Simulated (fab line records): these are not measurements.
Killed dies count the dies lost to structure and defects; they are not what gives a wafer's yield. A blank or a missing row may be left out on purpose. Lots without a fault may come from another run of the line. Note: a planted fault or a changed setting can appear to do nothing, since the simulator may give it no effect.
fab line records	flow sky130
record: lots: 7	wafers: 18	lastDay: 50
route steps=708 shown LOCAL_INTERCONNECT@396 CONTACT@406 PAD_OPEN@708
lots that met no fault: taken from a fault-free run of the same line
startH: hours from the record's first day to the start of the lot's first wafer shown	waitH: hours from the lot's prior step to this one	" as in the row above	L1.1+2: a single row standing in for several wafers	- no value, or no start given	* or withheld: withheld	< > ~ a bound
route shown NAME@n: names a module that has steps shown in the file, with the first one's number in the route	usual: average and standard deviation across the fault-free wafers	same: alike in all rows	chamber/n: place in a boat	sites: each site's reading	_std_site: their standard deviation	_edge_site: mean of outer sites minus mean of inner sites	radiusMm: for every site, how far away it sits from the centre of the wafer	mask NAME#n: copy n	behind: tool/chamber where the wafer was last shaped	hold: the reason the lot was held/the length of the hold in hours/how it ended	device: whichever transistor did not switch (one of n, p or np)	end of line: the same wafers' tests at the end of the route	where a step has no rows: the recipe by itself	killed: not the wafer's yield, but the dies lost to structure and defects at the first sort	map: per-die view of a wafer (x killed, . not killed, _ where there is no die)
set.NAME: the run value of the setting; set.NAME@STEP: its run value at that earlier step	model.NAME: the simulator's own value behind a step, which no gauge read
certain route steps with their lots: each step a table, each wafer a row
services: when a tool's chamber went out of use (startH, in hours from the record's first day, below 0 if earlier), for how many hours, and the reason
== steps ==
step: SKY_LOCAL_INTERCONNECT_PEB_09
recipe: pebTempC: withheld	pebTimeS: withheld	resist: KrF-thick
step: SKY_LOCAL_INTERCONNECT_DEVELOP_10
recipe: developTimeS: 60	resist: KrF-thick	devTempC: 21
step: SKY_LOCAL_INTERCONNECT_CD_MEAS_11
recipe: targetCdNm: 170
usual: cdNm: 169.4/1.6
lot.wafer	tool	chamber	startH	waitH	cdNm
L627.1	cdSem-01	-	701.75	-	168.3
L627.2	"	-	"	"	166.7
L627.3	"	-	"	"	167.2
L637.1	cdSem-01	-	783.85	-	167.0
L637.4	"	-	"	"	166.9
L637.5	"	-	"	"	165.7
L638.4	cdSem-01	-	793.53	-	169.6
L638.6	"	-	"	"	170.4
L640.2	cdSem-02	-	809.04	-	168.6
L640.4	"	-	"	"	167.5
L641.2	cdSem-01	-	816.39	-	171.3
L641.3	"	-	"	"	169.1
L648.1	cdSem-02	-	868.98	-	169.7
L648.2	"	-	"	"	169.7
L648.3	"	-	"	"	171.9
L650.2	cdSem-02	-	879.72	-	170.1
L650.3	"	-	"	"	168.9
L650.5	"	-	"	"	170.9
step: SKY_LOCAL_INTERCONNECT_OVL_MEAS_12
usual: LOCAL_INTERCONNECT_OVL: 6/5.8
lot.wafer	tool	chamber	startH	waitH	LOCAL_INTERCONNECT_OVL[nm]
L627.1	overlay-01	-	701.87	0.1	2
L627.2	"	-	"	"	5
L627.3	"	-	"	"	8
L637.1	overlay-02	-	783.97	0.1	8
L637.4	"	-	"	"	8
L637.5	"	-	"	"	13
L638.4	overlay-02	-	793.61	0.1	11
L638.6	"	-	"	"	5
L640.2	overlay-01	-	809.15	0.1	21
L640.4	"	-	"	"	19
L641.2	overlay-01	-	816.50	0.1	-3
L641.3	"	-	"	"	0
L648.1	overlay-01	-	869.10	0.1	7
L648.2	"	-	"	"	15
L648.3	"	-	"	"	10
L650.2	overlay-01	-	879.82	0.1	12
L650.3	"	-	"	"	3
L650.5	"	-	"	"	2
step: SKY_LOCAL_INTERCONNECT_ETCH_13
recipe: chemistry: N2/H2	target: BARC	ionEnergyEv: 200	biasW: 100	pressureMtorr: 30	n2FlowSccm: 100	h2FlowSccm: 200	icpW: 500	stopOn: SiO2	timeS: 45.9	targetDepthA: 600
usual: chamberPressureMTorr: 30.000/0.029	drypumpMotorCurrentA: 5.6/0.46	oesProductAu: 0.855/0.0049	throttleValvePct: 13.227/0.0093
lot.wafer	tool	chamber	startH	waitH	chamberPressureMTorr	drypumpMotorCurrentA	oesProductAu	rfHoursCounterH	throttleValvePct
L627.1	rieMetal-02	1	701.90	0.0	29.925	5.5	0.861	11	13.233
L627.2	"	0	"	"	30.020	5.0	0.863	14	13.235
L627.3	"	1	"	"	30.003	5.4	0.860	-	13.216
L637.1	rieMetal-02	1	784.00	0.0	30.008	5.4	0.859	14	13.230
L637.4	"	1	"	"	29.995	5.4	0.859	-	13.208
L637.5	"	0	"	"	30.016	5.0	0.854	-	13.235
L638.4	rieMetal-03	1	793.65	0.0	29.978	5.4	0.859	-	13.228
L638.6	"	1	"	"	30.021	5.4	0.850	-	13.240
L640.2	rieMetal-01	0	809.18	0.0	29.953	5.7	0.857	2	13.240
L640.4	"	0	"	"	29.935	5.7	0.854	-	13.223
L641.2	rieMetal-02	1	816.53	0.0	30.012	5.4	0.851	15	13.226
L641.3	"	1	"	"	30.003	5.5	0.863	-	13.228
L648.1	rieMetal-03	0	869.14	0.0	29.963	5.7	0.853	5	13.221
L648.2	"	1	"	"	30.045	5.4	0.852	1	13.233
L648.3	"	0	"	"	30.005	5.7	0.853	-	13.238
L650.2	rieMetal-02	0	879.87	0.0	30.058	5.1	0.855	-	13.221
L650.3	"	0	"	"	29.995	5.1	0.856	-	13.214
L650.5	"	0	"	"	29.977	5.1	0.861	-	13.237
step: SKY_LOCAL_INTERCONNECT_METAL_ETCH_14
recipe: targetDepthNm: 110	stopOn: PSG	chemistry: Cl2/BCl3	target: TiN	resistSidewallDeg: 88	pressureMtorr: 10	icpW: 900	biasW: 48.5	Cl2_flow_sccm: 60	bcl3FlowSccm: 30	timeS: 31.4
usual: chamberPressureMTorr: 10.000/0.0099	drypumpMotorCurrentA: 5.6/0.46	oesProductAu: 0.940/0.0071	throttleValvePct: 21.902/0.01
lot.wafer	tool	chamber	startH	waitH	chamberPressureMTorr	drypumpMotorCurrentA	oesProductAu	rfHoursCounterH	throttleValvePct
L627.1	rieMetal-02	1	701.97	0.0	9.983	5.4	0.935	11	21.915
L627.2	"	0	"	"	9.992	5.0	0.937	14	21.917
L627.3	"	1	"	"	10.002	5.4	0.927	-	21.915
L637.1	rieMetal-02	1	784.07	0.0	9.978	5.4	0.940	14	21.889
L637.4	"	1	"	"	9.995	5.4	0.947	-	21.912
L637.5	"	0	"	"	10.004	5.1	0.944	-	21.901
L638.4	rieMetal-03	1	793.71	0.0	9.995	5.4	0.935	-	21.890
L638.6	"	1	"	"	10.015	5.4	0.930	-	21.913
L640.2	rieMetal-01	0	809.24	0.0	10.012	5.7	0.942	2	21.887
L640.4	"	0	"	"	10.017	5.7	0.945	-	21.902
L641.2	rieMetal-02	1	816.59	0.0	9.999	5.4	0.941	15	21.908
L641.3	"	1	"	"	9.990	5.4	0.940	-	21.914
L648.1	rieMetal-03	0	869.20	0.0	10.003	5.6	0.947	5	21.894
L648.2	"	1	"	"	9.986	5.3	0.943	1	21.910
L648.3	"	0	"	"	10.014	5.7	0.947	-	21.904
L650.2	rieMetal-02	0	880.00	0.1	10.006	5.1	0.946	-	21.889
L650.3	"	0	"	"	10.005	5.1	0.949	-	21.902
L650.5	"	0	"	"	10.005	5.1	0.943	-	21.888
step: SKY_LOCAL_INTERCONNECT_STRIP_15
recipe: chemistry: O2/N2	powerW: 1400	pressureMtorr: 1500	platenTempC: withheld	o2FlowSccm: 3000	n2FlowSccm: 300	overashFraction: 0.5
usual: chamberPressureMTorr: 1500.0/1.3	drypumpMotorCurrentA: 5.7/0.51	oesProductAu: 0.427/0.0051	stripTimeToEndpointS: 4.729/0.019
lot.wafer	tool	chamber	startH	waitH	chamberPressureMTorr	drypumpMotorCurrentA	oesProductAu	rfHoursCounterH	stripTimeToEndpointS
L627.1	plasmaAsher-04	0	702.02	0.0	1501.0	5.0	0.420	88	4.749
L627.2	"	1	"	"	1499.5	5.3	0.431	88	4.769
L627.3	"	1	"	"	1498.4	5.3	0.429	-	4.750
L637.1	plasmaAsher-01	1	784.12	0.0	1502.3	6.0	0.429	36	4.743
L637.4	"	1	"	"	1498.8	6.0	0.438	-	4.703
L637.5	"	0	"	"	1500.6	6.6	0.432	-	4.734
L638.4	plasmaAsher-01	0	793.78	0.1	1499.7	6.6	0.423	-	4.743
L638.6	"	1	"	"	1501.1	6.0	0.420	-	4.743
L640.2	plasmaAsher-01	1	809.29	0.0	1498.7	6.0	0.430	39	4.722
L640.4	"	0	"	"	1499.9	6.6	0.428	-	4.738
L641.2	plasmaAsher-04	1	816.64	0.0	1499.6	5.3	0.428	99	4.712
L641.3	"	1	"	"	1496.8	5.3	0.418	-	4.723
L648.1	plasmaAsher-02	1	869.25	0.0	1499.5	5.4	0.426	12	4.734
L648.2	"	0	"	"	1501.6	5.6	0.421	12	4.723
L648.3	"	1	"	"	1500.4	5.4	0.427	-	4.727
L650.2	plasmaAsher-02	0	880.08	0.1	1500.5	5.6	0.423	13	4.740
L650.3	"	0	"	"	1501.6	5.6	0.433	-	4.745
L650.5	"	0	"	"	1500.8	5.6	0.424	-	4.745
step: SKY_LOCAL_INTERCONNECT_STRIP_16
recipe: chemistry: postEtchResidueRemover	timeS: 1200	tempC: 72.5
step: SKY_LOCAL_INTERCONNECT_CLEAN_17
recipe: chemistry: IPA	timeS: 180	tempC: 25
step: SKY_LOCAL_INTERCONNECT_CLEAN_18
recipe: chemistry: O3/DIW	dry: n2Spin
step: SKY_CONTACT_CVD_00
recipe: material: Si3N4	targetThkNm: 75	tempC: 400	timeS: withheld	rfW: 450
usual: heaterPowerW: 689/97
lot.wafer	tool	chamber	startH	waitH	heaterPowerW
L627.1	pecvd-03	0	702.61	0.0	720
L627.2	"	1	"	"	633
L627.3	"	2	"	"	629
L637.1	pecvd-02	0	784.74	0.0	687
L637.4	"	1	"	"	809
L637.5	"	2	"	"	598
L638.4	pecvd-04	2	794.35	0.0	589
L638.6	"	1	"	"	770
L640.2	pecvd-03	2	809.88	0.0	652
L640.4	"	2	"	"	665
L641.2	pecvd-03	2	817.23	0.0	667
L641.3	"	0	"	"	833
L648.1	pecvd-02	0	869.87	0.0	822
L648.2	"	1	"	"	822
L648.3	"	2	"	"	525
L650.2	pecvd-03	0	880.70	0.0	814
L650.3	"	2	"	"	614
L650.5	"	0	"	"	806
step: SKY_CONTACT_THK_MEAS_01
recipe: reads: Si3N4_of_CONTACT_CVD_00
usual: CONTACT_CVD_00_THK: 74.6/0.88
lot.wafer	tool	chamber	startH	waitH	CONTACT_CVD_00_THK[nm]
L627.1	filmMetro-04	-	702.65	-	75.0
L627.2	"	-	"	"	75.2
L627.3	"	-	"	"	75.3
L637.1	filmMetro-01	-	784.77	-	73.1
L637.4	"	-	"	"	75.1
L637.5	"	-	"	"	74.2
L638.4	filmMetro-02	-	794.40	-	75.2
L638.6	"	-	"	"	76.1
L640.2	filmMetro-04	-	809.93	-	74.0
L640.4	"	-	"	"	75.0
L641.2	filmMetro-02	-	817.28	-	74.8
L641.3	"	-	"	"	74.0
L648.1	filmMetro-01	-	869.91	-	73.4
L648.2	"	-	"	"	73.6
L648.3	"	-	"	"	73.2
L650.2	filmMetro-01	-	880.75	-	73.5
L650.3	"	-	"	"	73.7
L650.5	"	-	"	"	75.8
step: SKY_CONTACT_HDPCVD_02
recipe: material: SiO2	targetThkNm: 565	sigmaOpenFrac: 0.3	timeS: 94.2	tempC: 600	sih4FlowSccm: 60	pressureMtorr: 6
usual: runLengthS: 122.3/0.33
lot.wafer	tool	chamber	startH	waitH	runLengthS	model.SiO2_of_CONTACT_HDPCVD_02.thkNm
L627.1	hdpcvd-02	0	702.71	0.1	122.5	562.4
L627.2	"	2	"	"	122.2	563.5
L627.3	"	1	"	"	122.2	569.9
L637.1	hdpcvd-02	1	784.83	0.1	122.3	568.2
L637.4	"	2	"	"	123.0	572.6
L637.5	"	2	"	"	122.4	571.7
L638.4	hdpcvd-02	0	794.46	0.1	122.4	560
L638.6	"	1	"	"	138.0	657.4
L640.2	hdpcvd-02	1	809.98	0.0	137.9	663.2
L640.4	"	1	"	"	122.1	567.5
L641.2	hdpcvd-02	0	817.33	0.0	138.3	668.5
L641.3	"	1	"	"	122.1	570.5
L648.1	hdpcvd-01	2	869.97	0.1	121.9	555.9
L648.2	"	0	"	"	122.6	567.7
L648.3	"	1	"	"	122.1	566.6
L650.2	hdpcvd-02	2	880.80	0.0	122.0	553.3
L650.3	"	1	"	"	122.6	563.1
L650.5	"	2	"	"	122.4	563.8
step: SKY_CONTACT_THK_MEAS_03
recipe: reads: SiO2_of_CONTACT_HDPCVD_02
usual: CONTACT_HDPCVD_THK: 562/6
lot.wafer	tool	chamber	startH	waitH	hold	CONTACT_HDPCVD_THK[nm]
L627.1	filmMetro-04	-	702.78	0.0	-	563
L627.2	"	-	"	"	-	564
L627.3	"	-	"	"	-	570
L637.1	filmMetro-02	-	784.94	0.1	-	568
L637.4	"	-	"	"	-	573
L637.5	"	-	"	"	-	572
L638.4	filmMetro-04	-	794.53	0.0	awaitDispo/0.2h/release	560
L638.6	"	-	"	"	awaitDispo/0.2h/release	657
L638.4	filmMetro-04	-	794.75	0.2	-	561
L638.6	"	-	"	"	-	657
L640.2	filmMetro-02	-	810.06	0.0	awaitDispo/0.2h/release	664
L640.4	"	-	"	"	awaitDispo/0.2h/release	568
L640.2	filmMetro-02	-	810.28	0.2	-	663
L640.4	"	-	"	"	-	568
L641.2	filmMetro-04	-	817.41	0.0	awaitDispo/0.2h/release	669
L641.3	"	-	"	"	awaitDispo/0.2h/release	570
L641.2	filmMetro-04	-	817.70	0.3	-	669
L641.3	"	-	"	"	-	570
L648.1	filmMetro-02	-	870.04	0.0	-	556
L648.2	"	-	"	"	-	568
L648.3	"	-	"	"	-	566
L650.2	filmMetro-04	-	880.88	0.0	-	554
L650.3	"	-	"	"	-	563
L650.5	"	-	"	"	-	564
step: SKY_CONTACT_CMP_04
recipe: material: SiO2	downForcePsi: 4	platenRpm: 60	padVelocityMS: 0.94248
usual: edgeZonePressureFrac: 1.000/0.0051	motorCurrentA: 12.6/1	timeToEndpointS: 81/3.7
lot.wafer	tool	chamber	startH	waitH	hold	edgeZonePressureFrac	motorCurrentA	timeToEndpointS
L627.3	cmp-01	3	702.84	0.0	-	1.007	12.5	87
L627.1	"	1	"	"	-	1.005	12.9	84
L627.2	"	2	"	"	-	0.992	11.7	85
L637.1	cmp-02	0	785.05	0.1	-	0.999	11.4	87
L637.4	"	2	"	"	-	0.994	14.2	88
L637.5	"	0	"	"	-	0.997	10.7	84
L638.4	cmp-02	2	797.90	3.1	awaitDispo/3.1h/release	0.995	14.6	79
L638.6	"	2	"	"	awaitDispo/3.1h/release	0.987	14.6	114
L640.4	cmp-02	0	815.49	5.2	awaitDispo/4.9h/release	1.001	10.7	78
L640.2	"	1	"	"	awaitDispo/4.9h/release	0.993	10.6	116
L641.3	cmp-02	0	820.79	3.1	awaitDispo/3.0h/release	1.008	11.2	79
L641.2	"	1	"	"	awaitDispo/3.0h/release	0.997	11.2	118
L648.1	cmp-01	2	870.10	0.1	-	1.007	11.7	76
L648.2	"	3	"	"	-	1.003	12.3	77
L648.3	"	0	"	"	-	1.002	12.9	76
L650.3	cmp-01	2	880.98	0.1	-	1.006	11.7	84
L650.2	"	3	"	"	-	0.993	12.2	78
L650.5	"	2	"	"	-	1.001	11.5	85
step: SKY_CONTACT_BOW_MEAS_05
recipe: mode: bow
usual: CONTACT_BOW: 82/6.7
lot.wafer	tool	chamber	startH	waitH	CONTACT_BOW[um]
L627.1	filmMetro-02	-	703.14	0.1	78
L627.2	"	-	"	"	77
L627.3	"	-	"	"	84
L637.1	filmMetro-01	-	785.30	0.2	83
L637.4	"	-	"	"	84
L637.5	"	-	"	"	79
L638.4	filmMetro-02	-	798.26	0.3	80
L638.6	"	-	"	"	86
L640.2	filmMetro-04	-	815.80	0.2	84
L640.4	"	-	"	"	84
L641.2	filmMetro-01	-	821.26	0.4	89
L641.3	"	-	"	"	74
L648.1	filmMetro-02	-	870.40	0.2	87
L648.2	"	-	"	"	96
L648.3	"	-	"	"	83
L650.2	filmMetro-04	-	881.25	0.2	82
L650.3	"	-	"	"	84
L650.5	"	-	"	"	75
step: SKY_PAD_OPEN_PROBE_99
usual: killed_at_M0_to_M3: 42/7.3	killed_at_M4_up: 3.2/1.8	killedAtContacts: 25/5.2	killedAtFrontEnd: 15/4.6	killedAtOther: 0.3/0.62	killedDies: 85/9.9	killedOpen: 46/7.1	killedShort: 38/5.7
same: grossDies: 492	killedAtBackSide: 0
lot.wafer	tool	chamber	startH	waitH	hold	killed_at_M0_to_M3	killed_at_M4_up	killedAtContacts	killedAtFrontEnd	killedAtOther	killedDies	killedOpen	killedShort
L627.1	prober-01	-	1073.72	0.1	-	44	4	24	18	1	91	56	35
L627.2	prober-01	-	1073.77	0.1	-	39	2	21	15	1	78	45	33
L627.3	prober-01	-	1073.82	0.2	-	41	1	22	17	0	81	41	40
L637.1	prober-02	-	1133.46	0.1	-	49	2	31	8	2	92	48	44
L637.4	prober-02	-	1133.61	0.2	-	43	4	33	16	0	96	50	46
L637.5	prober-02	-	1133.66	0.2	-	46	3	21	9	0	79	47	32
L638.4	prober-01	-	1140.63	0.2	awaitDispo/2.9h/release	48	4	22	13	1	88	45	43
L638.6	prober-01	-	1140.73	0.2	awaitDispo/2.9h/release	43	2	32	15	0	92	49	43
L640.2	prober-01	-	1151.76	0.1	awaitDispo/5.1h/release	43	2	24	13	0	82	52	30
L640.4	prober-01	-	1151.86	0.2	awaitDispo/5.1h/release	54	5	19	14	2	94	50	44
L641.2	prober-02	-	1154.97	0.1	-	33	0	25	16	0	74	39	35
L641.3	prober-02	-	1155.02	0.2	-	34	7	30	13	0	84	52	32
L648.1	prober-01	-	1191.67	0.1	-	31	2	21	11	0	65	37	28
L648.2	prober-01	-	1191.72	0.1	-	42	2	25	14	0	83	43	40
L648.3	prober-01	-	1191.77	0.2	-	27	3	31	10	2	73	43	30
L650.2	prober-01	-	1197.10	0.1	-	49	2	23	15	0	89	59	30
L650.3	prober-01	-	1197.15	0.2	-	38	5	17	15	0	75	37	38
L650.5	prober-01	-	1197.25	0.2	-	42	3	29	14	0	88	51	37
killed by level:class
L627.1 VIA2:geometricParticle:open=10 VIA1:geometricParticle:open=9 LI_CONTACT:geometricParticle:open=8 CONTACT:geometricParticle:open=8 CONTACT:geometricParticle:short=6 FIELD_ISO:geometricParticle:open=5 METAL1:geometricParticle:short=5 POLY_GATE:geometricParticle:open=4
L627.2 VIA1:geometricParticle:open=11 LI_CONTACT:geometricParticle:open=10 POLY_GATE:geometricParticle:open=6 VIA3:geometricParticle:open=6 METAL1:geometricParticle:short=6 LOCAL_INTERCONNECT:geometricParticle:short=5 FIELD_ISO:geometricParticle:short=4 VIA3:geometricParticle:short=4
L627.3 VIA1:geometricParticle:open=10 CONTACT:geometricParticle:open=9 METAL1:geometricParticle:short=7 VIA3:geometricParticle:open=6 LI_CONTACT:geometricParticle:open=5 METAL2:geometricParticle:short=5 FIELD_ISO:geometricParticle:short=4 LOCAL_INTERCONNECT:geometricParticle:short=4
L637.1 VIA1:geometricParticle:open=15 CONTACT:geometricParticle:open=8 CONTACT:geometricParticle:short=8 LI_CONTACT:geometricParticle:open=7 VIA2:geometricParticle:open=7 METAL2:geometricParticle:short=6 VIA3:geometricParticle:open=4 METAL1:geometricParticle:short=4
L637.4 CONTACT:geometricParticle:open=12 LI_CONTACT:geometricParticle:open=8 LOCAL_INTERCONNECT:geometricParticle:short=8 METAL1:geometricParticle:short=8 VIA1:geometricParticle:open=7 VIA3:geometricParticle:open=6 METAL2:geometricParticle:short=5 POLY_GATE:geometricParticle:open=4
L637.5 VIA1:geometricParticle:open=13 VIA1:geometricParticle:short=10 VIA2:geometricParticle:open=8 LI_CONTACT:geometricParticle:open=7 CONTACT:geometricParticle:open=7 FIELD_ISO:geometricParticle:open=6 CONTACT:geometricParticle:short=5 METAL2:geometricParticle:short=4
L638.4 VIA1:geometricParticle:open=11 LI_CONTACT:geometricParticle:open=9 CONTACT:geometricParticle:short=6 METAL1:geometricParticle:short=6 METAL2:geometricParticle:short=6 VIA2:geometricParticle:open=6 POLY_GATE:geometricParticle:open=4 VIA3:geometricParticle:open=4
L638.6 LI_CONTACT:geometricParticle:open=10 VIA1:geometricParticle:open=10 LOCAL_INTERCONNECT:geometricParticle:short=7 CONTACT:geometricParticle:open=7 VIA2:geometricParticle:open=6 VIA3:geometricParticle:open=6 VIA1:geometricParticle:short=5 METAL2:geometricParticle:short=5
L640.2 VIA1:geometricParticle:open=10 VIA3:geometricParticle:open=9 LI_CONTACT:geometricParticle:open=8 CONTACT:geometricParticle:open=7 FIELD_ISO:geometricParticle:open=5 VIA2:geometricParticle:short=5 POLY_GATE:geometricParticle:short=4 METAL3:geometricParticle:short=4
L640.4 METAL1:geometricParticle:short=10 VIA1:geometricParticle:open=10 VIA2:geometricParticle:open=9 CONTACT:geometricParticle:open=6 FIELD_ISO:geometricParticle:open=5 LI_CONTACT:geometricParticle:open=5 METAL2:geometricParticle:short=5 VIA3:geometricParticle:open=5
L641.2 VIA1:geometricParticle:open=11 CONTACT:geometricParticle:open=7 LI_CONTACT:geometricParticle:short=6 FIELD_ISO:geometricParticle:short=5 POLY_GATE:geometricParticle:open=5 CONTACT:geometricParticle:short=5 METAL2:geometricParticle:short=5 POLY_GATE:geometricParticle:short=4
L641.3 VIA1:geometricParticle:open=14 CONTACT:geometricParticle:open=11 LI_CONTACT:geometricParticle:open=7 METAL4:geometricParticle:short=6 LOCAL_INTERCONNECT:geometricParticle:short=5 METAL2:geometricParticle:short=5 FIELD_ISO:geometricParticle:short=4 LOCAL_INTERCONNECT:geometricParticle:open=4
L648.1 VIA2:geometricParticle:open=7 LI_CONTACT:geometricParticle:open=6 CONTACT:geometricParticle:open=6 VIA1:geometricParticle:open=5 POLY_GATE:geometricParticle:open=4 METAL3:geometricParticle:short=4 METAL2:geometricParticle:short=4 CONTACT:geometricParticle:short=3
L648.2 CONTACT:geometricParticle:open=12 LI_CONTACT:geometricParticle:open=7 VIA1:geometricParticle:open=7 VIA2:geometricParticle:open=7 FIELD_ISO:geometricParticle:short=6 METAL1:geometricParticle:short=6 VIA1:geometricParticle:short=5 CONTACT:geometricParticle:short=4
L648.3 LI_CONTACT:geometricParticle:open=9 CONTACT:geometricParticle:short=8 CONTACT:geometricParticle:open=7 VIA3:geometricParticle:open=7 VIA2:geometricParticle:open=6 METAL1:geometricParticle:short=4 VIA1:geometricParticle:short=4 FIELD_ISO:geometricParticle:open=3
L650.2 VIA1:geometricParticle:open=15 CONTACT:geometricParticle:open=9 VIA2:geometricParticle:open=9 LI_CONTACT:geometricParticle:open=8 VIA1:geometricParticle:short=5 POLY_GATE:geometricParticle:open=4 POLY_GATE:geometricParticle:short=4 CONTACT:geometricParticle:short=4
L650.3 CONTACT:geometricParticle:open=6 VIA1:geometricParticle:open=6 VIA3:geometricParticle:open=6 VIA2:geometricParticle:open=5 METAL1:geometricParticle:short=5 VIA1:geometricParticle:short=5 FIELD_ISO:geometricParticle:open=4 SPACER:geometricParticle:short=4
L650.5 CONTACT:geometricParticle:open=14 VIA1:geometricParticle:open=9 VIA2:geometricParticle:open=7 VIA3:geometricParticle:open=6 FIELD_ISO:geometricParticle:short=5 VIA2:geometricParticle:short=5 LI_CONTACT:geometricParticle:short=4 LI_CONTACT:geometricParticle:open=4
map L638.6 (x killed, . not)
__________x.x......._________
________x....x.......x_______
______...x.....x........_____
_____...x...x.x...x....x.____
____..x..........x......x.___
___.xxx...........x.....x..__
__..x..x...............x...._
_.......xx......x..........x.
_.......x...x.....x.......x..
_.x..x.............x.x.......
_.x...xx.....x.....x.........
_....xxx...xx....x......x....
_......xxx.x....x..x.x.....x.
_.x.....x.......x.xxx..x.....
_...........x.xxx.....x....x.
__.xxx..x......xx.x.....x..x_
___x.......x...x...x......x__
____.....x.......x........___
_____...xx...............____
______x...x.......x....._____
________.....x........_______
__________....x.x..._________
map L640.4 (x killed, . not)
__________x..xx....x_________
________.....x.....x.._______
______.x....x.xx..x....x_____
_____.....x..x.xxx.......____
____...x....x..x.x...x.x..___
___.x.xxxx..x..xx..........__
__...........xxx.....x...x.x_
_....x....x...x........x..x..
_......x.....x....xx...xx....
_xx.........x.....x..........
_x.x.xx..x.....x.....x.x....x
_x...........................
_..............x.x...x....x..
_.............x...xx.x.......
_.x............x.............
__....x..x...xx......x...xx._
___.........x...x....x...x.__
____x....xx.........x.....___
_____......x......x......____
______.......x....x...x._____
________....x........._______
__________........x._________
== services ==
tool	chamber	startH	hours	kind
hdpcvd-02	-	684.34	14.6	pm
rieMetal-03	0	695.61	1.2	repair
cmp-02	-	700.44	1.6	repair
pecvd-03	2	706.13	6.6	repair
pecvd-03	0	713.17	22.8	repair
hdpcvd-02	-	717.50	6.0	pm
pecvd-03	-	725.45	5.5	pm
cmp-01	-	747.54	4.0	pm
cmp-02	-	755.75	0.5	repair
hdpcvd-02	2	764.47	9.7	repair
cmp-01	-	772.49	3.1	pm
cmp-02	-	773.42	0.5	repair
hdpcvd-02	0	779.52	6.1	repair
rieMetal-02	-	786.34	2.5	repair
rieMetal-02	-	791.23	1.2	repair
cmp-02	-	799.78	2.7	repair
cmp-02	-	824.61	0.4	repair
cmp-02	-	826.13	1.7	repair
hdpcvd-02	2	828.94	3.7	repair
cmp-01	-	840.58	1.3	repair
cmp-01	-	840.75	2.0	repair
rieMetal-03	-	844.20	1.1	repair
pecvd-03	-	853.11	0.7	repair
cmp-02	-	858.63	2.8	repair
== key ==
firstSign: step: SKY_CONTACT_HDPCVD_02	reading: runLengthS	direction: up	sigmas: 47	usual: *	struck: *
effect: step: SKY_CONTACT_THK_MEAS_03	reading: visit	direction: added
effect: step: SKY_CONTACT_THK_MEAS_03	reading: CONTACT_HDPCVD_THK	direction: up	sigmas: 17	usual: 562	struck: 663
effect: step: SKY_CONTACT_CMP_04	reading: timeToEndpointS	direction: up	sigmas: 9.3	usual: *	struck: *
effect: step: SKY_PAD_OPEN_PROBE_99	reading: hold	direction: added
modelEffect: step: SKY_CONTACT_HDPCVD_02	value: SiO2_of_CONTACT_HDPCVD_02.thkNm	without: 568.4	struck: 663.1
metAt SKY_CONTACT_HDPCVD_02
struckWafers L638.6,L640.2,L641.2
testerLeftOut L638,L640,L641
onsetBetween 784.83 794.46
fault: kind: processParameterDrift	tool: hdpcvd-02	chamber: -	onsetH: 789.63	steps: SKY_CONTACT_HDPCVD_02	channel: timeS	offset: *	shape: step	endH: 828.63	scope: struckWafersOnly	actsIn: *	stated: *
testerLeftOut: of these lots the tester's yield and bins aren't shown, on N5 and GAA mostly nor the transistor test; their killed dies are dies lost to structure and defects alone, not to doping, threshold or leakage, so they don't give the yield
